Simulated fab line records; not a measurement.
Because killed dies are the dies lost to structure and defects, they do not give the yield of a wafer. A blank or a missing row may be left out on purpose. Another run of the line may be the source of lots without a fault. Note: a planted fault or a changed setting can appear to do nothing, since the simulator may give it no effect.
fab line records -- flow sky130 -- part 2 of 2: steps 28 to 41 of 41
[record] lots = 5, wafers = 15, last-day = 50
route steps=708 shown LI_CONTACT@380 LOCAL_INTERCONNECT@387 CONTACT@406
lots that met no fault: taken from a fault-free run of the same line
start-h: hours from the record's opening day to when the first of the lot's shown wafers began -- wait-h: hours from the lot's prior step to this one -- " same as the row above -- L1.1+2: several wafers, shown together as one row -- - no value present, or no start provided -- * or withheld: withheld -- < > ~ a bound
route shown NAME@n: a module of which the file shows steps, and the number in the route of the first -- usual: mean/standard deviation taken from wafers without a fault -- same: alike in all rows -- chamber/n: place in a boat -- sites: readings site by site -- _std_site: their standard deviation -- _edge_site: outer sites' mean less inner sites' -- radius-mm: how far each site lies from the wafer's centre -- mask NAME#n: copy n -- behind: tool/chamber where the wafer was last shaped -- hold: cause of the lot's hold/its duration in hours/its outcome -- device: the n, p or np transistor that did not switch -- end of line: tests run on the same wafers once the route is complete -- step lacking rows: just its recipe -- killed: dies lost to structure and defects at the first sort, not the wafer's yield -- map: a wafer's dies, marking killed ones x, the rest . and places with no die _
set.NAME: the setting the step ran with; set.NAME@STEP: the setting that earlier step ran with -- model.NAME: the simulator's own value behind a step, which no gauge read
a table for each step, a row for each wafer; lots at some steps of the route
services: from which hour (start-h, from the record's first day; less than 0 if before it) a tool's chamber was out of use, for how many hours, and why
[[steps]]
[step SKY_CONTACT_THK_MEAS_01]
[recipe] reads = Si3N4_of_CONTACT_CVD_00
[usual] CONTACT_CVD_00_THK = 74.6/0.98
lot.wafer,tool,chamber,start-h,wait-h,CONTACT_CVD_00_THK[nm]
L080.3,film-metro-01,-,759.88,-,74.4
L080.5,film-metro-01,-,759.88,-,75.3
L080.6,film-metro-01,-,759.88,-,75.3
L081.1,film-metro-03,-,767.17,-,75.1
L081.2,film-metro-03,-,767.17,-,75.5
L081.3,film-metro-03,-,767.17,-,75.9
L083.1,film-metro-03,-,779.51,-,73.8
L083.4,film-metro-03,-,779.51,-,74.7
L083.6,film-metro-03,-,779.51,-,74.4
L093.3,film-metro-03,-,853.17,-,73.5
L093.5,film-metro-03,-,853.17,-,74.9
L093.6,film-metro-03,-,853.17,-,74.3
L096.3,film-metro-01,-,875.44,-,73.0
L096.5,film-metro-01,-,875.44,-,74.4
L096.6,film-metro-01,-,875.44,-,73.9
[step SKY_CONTACT_HDPCVD_02]
[recipe] material = SiO2, target-thk-nm = 565, sigma-open-frac = 0.3, time-s = 94.2, temp-c = 600, sih4-flow-sccm = 60, pressure-mtorr = 6
[usual] sih4-flow-sccm = 60.00/0.17, susceptor-temp-C = 600.01/0.29
lot.wafer,tool,chamber,start-h,wait-h,sih4-flow-sccm,susceptor-temp-C
L080.3,hdpcvd-01,2,759.96,0.1,60.26,599.79
L080.5,hdpcvd-01,0,759.96,0.1,59.98,599.90
L080.6,hdpcvd-01,2,759.96,0.1,60.11,599.98
L081.1,hdpcvd-02,1,767.23,0.1,59.87,599.46
L081.2,hdpcvd-02,0,767.23,0.1,59.96,599.88
L081.3,hdpcvd-02,2,767.23,0.1,59.94,600.28
L083.1,hdpcvd-02,0,779.57,0.1,59.78,600.05
L083.4,hdpcvd-02,1,779.57,0.1,60.02,600.23
L083.6,hdpcvd-02,0,779.57,0.1,59.81,600.13
L093.3,hdpcvd-01,0,853.21,0.0,59.95,600.31
L093.5,hdpcvd-01,1,853.21,0.0,60.00,600.01
L093.6,hdpcvd-01,2,853.21,0.0,60.09,599.63
L096.3,hdpcvd-01,0,875.48,0.0,59.87,599.82
L096.5,hdpcvd-01,2,875.48,0.0,60.19,600.35
L096.6,hdpcvd-01,0,875.48,0.0,59.80,600.59
[step SKY_CONTACT_THK_MEAS_03]
[recipe] reads = SiO2_of_CONTACT_HDPCVD_02
[usual] CONTACT_HDPCVD_THK = 568/6.7
lot.wafer,tool,chamber,start-h,wait-h,CONTACT_HDPCVD_THK[nm]
L080.3,film-metro-03,-,760.04,0.1,561
L080.5,film-metro-03,-,760.04,0.1,570
L080.6,film-metro-03,-,760.04,0.1,568
L081.1,film-metro-01,-,767.30,0.0,574
L081.2,film-metro-01,-,767.30,0.0,562
L081.3,film-metro-01,-,767.30,0.0,569
L083.1,film-metro-04,-,779.64,0.0,555
L083.4,film-metro-04,-,779.64,0.0,571
L083.6,film-metro-04,-,779.64,0.0,563
L093.3,film-metro-04,-,853.30,0.1,568
L093.5,film-metro-04,-,853.30,0.1,569
L093.6,film-metro-04,-,853.30,0.1,563
L096.3,film-metro-04,-,875.56,0.1,575
L096.5,film-metro-04,-,875.56,0.1,567
L096.6,film-metro-04,-,875.56,0.1,573
[step SKY_CONTACT_CMP_04]
[recipe] material = SiO2, down-force-psi = 4, platen-rpm = 60, pad-velocity-m-s = 0.94248
[usual] motor-current-A = 12.0/0.89, time-to-endpoint-s = 85/4.9
lot.wafer,tool,chamber,start-h,wait-h,motor-current-A,time-to-endpoint-s
L080.3,cmp-01,1,760.08,0.0,11.2,77
L080.5,cmp-01,1,760.08,0.0,10.8,81
L080.6,cmp-01,2,760.08,0.0,12.7,83
L081.2,cmp-01,0,767.36,0.0,12.3,77
L081.3,cmp-01,1,767.36,0.0,10.9,79
L081.1,cmp-01,2,767.36,0.0,12.6,87
L083.1,cmp-02,0,779.80,0.1,12.3,79
L083.4,cmp-02,1,779.80,0.1,11.8,83
L083.6,cmp-02,3,779.80,0.1,10.7,88
L093.3,cmp-02,1,853.44,0.1,11.6,83
L093.6,cmp-02,3,853.44,0.1,10.8,94
L093.5,cmp-02,0,853.44,0.1,12.7,91
L096.3,cmp-02,2,878.40,2.8,12.2,93
L096.6,cmp-02,3,878.40,2.8,11.1,95
L096.5,cmp-02,0,878.40,2.8,12.2,91
[step SKY_CONTACT_BOW_MEAS_05]
[recipe] mode = bow
[usual] CONTACT_BOW = 83/7.1
lot.wafer,tool,chamber,start-h,wait-h,CONTACT_BOW[um]
L080.3,film-metro-04,-,760.42,0.3,85
L080.5,film-metro-04,-,760.42,0.3,86
L080.6,film-metro-04,-,760.42,0.3,90
L081.1,film-metro-04,-,767.66,0.1,82
L081.2,film-metro-04,-,767.66,0.1,85
L081.3,film-metro-04,-,767.66,0.1,82
L083.1,film-metro-03,-,780.00,0.1,82
L083.4,film-metro-03,-,780.00,0.1,81
L083.6,film-metro-03,-,780.00,0.1,82
L093.3,film-metro-03,-,853.68,0.2,80
L093.5,film-metro-03,-,853.68,0.2,86
L093.6,film-metro-03,-,853.68,0.2,83
L096.3,film-metro-01,-,878.60,0.1,85
L096.5,film-metro-01,-,878.60,0.1,80
L096.6,film-metro-01,-,878.60,0.1,96
[step SKY_CONTACT_DEHYDRATE_06]
[recipe] temp-c = 200, time-s = 60
lot.wafer,tool,chamber,start-h,wait-h
L080.3+5+6,litho-track-01,0,773.91,13.5
L081.1+2+3,litho-track-04,0,780.13,12.5
L083.1+4+6,litho-track-01,0,791.46,11.4
L093.3+5+6,litho-track-02,0,865.79,12.1
L096.3+5+6,litho-track-04,0,890.33,11.7
[step SKY_CONTACT_HMDS_07]
[recipe] prime-time-s = 60, prime-temp-c = 120
lot.wafer,tool,chamber,start-h,wait-h
L080.3+5+6,litho-track-01,0,774.06,0.1
L081.1+2+3,litho-track-04,0,780.28,0.1
L083.1+4+6,litho-track-01,0,791.61,0.1
L093.3+5+6,litho-track-02,0,865.94,0.1
L096.3+5+6,litho-track-04,0,890.48,0.1
[step SKY_CONTACT_COAT_08]
[recipe] resist = BARC, temp-c = withheld, time-s = withheld, spin-rpm = 3000, resist-thk-nm = 60
lot.wafer,tool,chamber,start-h,wait-h
L080.3+5+6,litho-track-01,0,774.21,0.1
L081.1+2+3,litho-track-04,0,780.43,0.1
L083.1+4+6,litho-track-01,0,791.76,0.1
L093.3+5+6,litho-track-02,0,866.09,0.1
L096.3+5+6,litho-track-04,0,890.63,0.1
[step SKY_CONTACT_COAT_09]
[recipe] resist = KrF-thick, spin-rpm = 3000, resist-thk-nm = 450
lot.wafer,tool,chamber,start-h,wait-h
L080.3+5+6,litho-track-01,0,-,-
L081.1+2+3,litho-track-04,0,-,-
L083.1+4+6,litho-track-01,0,-,-
L093.3+5+6,litho-track-02,0,-,-
L096.3+5+6,litho-track-04,0,-,-
[step SKY_CONTACT_SOFTBAKE_10]
[recipe] temp-c = 100, time-s = 90, resist = KrF-thick
lot.wafer,tool,chamber,start-h,wait-h
L080.3+5+6,litho-track-01,0,-,-
L081.1+2+3,litho-track-04,0,-,-
L083.1+4+6,litho-track-01,0,-,-
L093.3+5+6,litho-track-02,0,-,-
L096.3+5+6,litho-track-04,0,-,-
[step SKY_CONTACT_EXPOSE_11]
[recipe] mask-id = CTM1, na = 0.8, source-shape = annular, sigma-inner = 0.55, sigma-outer = 0.85, target-cd-nm = 170, dose-mj = 38
lot.wafer,tool,chamber,start-h,wait-h,mask
L080.3+5+6,krf-scanner-02,0,-,-,CTM1#0
L081.1+2+3,krf-scanner-01,0,-,-,CTM1#0
L083.1+4+6,krf-scanner-01,0,-,-,CTM1#0
L093.3+5+6,krf-scanner-02,0,-,-,CTM1#0
L096.3+5+6,krf-scanner-01,0,-,-,CTM1#0
[step SKY_CONTACT_PEB_12]
[recipe] peb-temp-c = withheld, peb-time-s = withheld, resist = KrF-thick
lot.wafer,tool,chamber,start-h,wait-h
L080.3+5+6,litho-track-02,0,-,-
L081.1+2+3,litho-track-04,0,-,-
L083.1+4+6,litho-track-01,0,-,-
L093.3+5+6,litho-track-01,0,-,-
L096.3+5+6,litho-track-04,0,-,-
[step SKY_CONTACT_DEVELOP_13]
[recipe] develop-time-s = 60, resist = KrF-thick, dev-temp-c = 21
lot.wafer,tool,chamber,start-h,wait-h
L080.3+5+6,litho-track-02,0,-,-
L081.1+2+3,litho-track-04,0,-,-
L083.1+4+6,litho-track-01,0,-,-
L093.3+5+6,litho-track-01,0,-,-
L096.3+5+6,litho-track-04,0,-,-
[step SKY_CONTACT_CD_MEAS_14]
[recipe] target-cd-nm = 170
[usual] cd-nm = 170.4/1.1
lot.wafer,tool,chamber,start-h,wait-h,cd-nm
L080.3,cd-sem-02,-,787.28,-,171.6
L080.5,cd-sem-02,-,787.28,-,171.4
L080.6,cd-sem-02,-,787.28,-,171.5
L081.1,cd-sem-02,-,793.83,-,170.2
L081.2,cd-sem-02,-,793.83,-,170.5
L081.3,cd-sem-02,-,793.83,-,171.2
L083.1,cd-sem-02,-,805.81,-,170.4
L083.4,cd-sem-02,-,805.81,-,171.2
L083.6,cd-sem-02,-,805.81,-,171.1
L093.3,cd-sem-02,-,879.21,-,170.7
L093.5,cd-sem-02,-,879.21,-,169.2
L093.6,cd-sem-02,-,879.21,-,171.3
L096.3,cd-sem-01,-,903.32,-,171.8
L096.5,cd-sem-01,-,903.32,-,169.8
L096.6,cd-sem-01,-,903.32,-,169.7
[[services]]
tool,chamber,start-h,hours,kind
cmp-01,-,707.69,4.5,repair
krf-scanner-01,-,708.38,1.0,pm
cmp-02,-,725.80,3.7,repair
wet-bench-02,-,752.84,3.6,repair
krf-scanner-01,-,758.60,0.8,pm
cmp-02,-,762.19,2.6,repair
krf-scanner-01,-,765.58,1.5,repair
wet-bench-04,-,766.37,6.1,repair
krf-scanner-01,-,769.87,1.3,pm
krf-scanner-02,-,777.26,0.5,repair
krf-scanner-02,-,783.24,1.0,pm
rie-metal-02,-,785.29,1.4,pm
rie-metal-02,-,788.63,0.6,repair
pvd-sputter-02,-,792.97,1.8,repair
cmp-02,-,812.50,12.4,pm
krf-scanner-02,-,815.30,0.8,pm
krf-scanner-02,-,822.85,1.3,pm
cmp-02,-,831.38,0.6,repair
cmp-02,-,846.90,5.6,pm
wet-bench-03,-,869.18,27.0,pm
krf-scanner-01,-,877.38,1.0,pm
krf-scanner-02,-,878.38,4.0,pm
rie-metal-01,-,887.20,0.6,repair
rie-metal-01,0,899.65,6.2,repair
